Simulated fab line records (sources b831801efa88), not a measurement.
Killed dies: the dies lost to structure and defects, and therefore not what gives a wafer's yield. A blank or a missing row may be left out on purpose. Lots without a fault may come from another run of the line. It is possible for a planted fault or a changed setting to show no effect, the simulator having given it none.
Matching of chambers / flow sky130 / rieSi-02 running SKY_FIELD_ISO_ETCH_17: 4 sister chambers
The step etches Si in HBr/Cl2/O2, target depth 342 nm, time 97.7 s. 4 wafers are shown with their chamber, then 9 later ones without.

== EACH WAFER AND ITS CHAMBER ==
wafer=L909.6; chamber=3; drypumpMotorCurrentA (A)=5.4
wafer=L914.5; chamber=1; drypumpMotorCurrentA (A)=6.0
wafer=L920.2; chamber=0; drypumpMotorCurrentA (A)=5.8
wafer=L920.5; chamber=2; drypumpMotorCurrentA (A)=4.8

== WAFERS WHOSE CHAMBER IS MISSING ==
wafer=L922.2; drypumpMotorCurrentA (A)=6.0
wafer=L922.4; drypumpMotorCurrentA (A)=5.8
wafer=L922.6; drypumpMotorCurrentA (A)=5.3
wafer=L923.3; drypumpMotorCurrentA (A)=4.8
wafer=L923.4; drypumpMotorCurrentA (A)=6.0
wafer=L923.5; drypumpMotorCurrentA (A)=5.4
wafer=L924.2; drypumpMotorCurrentA (A)=5.8
wafer=L924.4; drypumpMotorCurrentA (A)=5.4
wafer=L924.5; drypumpMotorCurrentA (A)=5.4

== WHICH CHAMBER EACH WENT THROUGH ==
wafer=L922.2; from the rows above=1; in truth=1
wafer=L922.4; from the rows above=0; in truth=0
wafer=L922.6; from the rows above=3; in truth=3
wafer=L923.3; from the rows above=2; in truth=2
wafer=L923.4; from the rows above=1; in truth=1
wafer=L923.5; from the rows above=3; in truth=3
wafer=L924.2; from the rows above=0; in truth=0
wafer=L924.4; from the rows above=3; in truth=3
wafer=L924.5; from the rows above=3; in truth=3
9 of 9 placed correctly. From these rows, 0 cannot be placed. 0 placed wrongly.
How it was worked out, from the rows above alone: a wafer's distance from a chamber is the root of the sum, over the readings, of the square of ((its reading less the chamber's mean) divided by the reading's scatter). If the next closest chamber is less than 2 further off than the closest, the wafer can't be placed; otherwise it belongs to the closest. For every chamber, the mean is computed from those of its wafers that are shown. The scatter: with one shown wafer a chamber, the root of the mean of the squares of how far each hidden wafer lies from its nearest shown one.
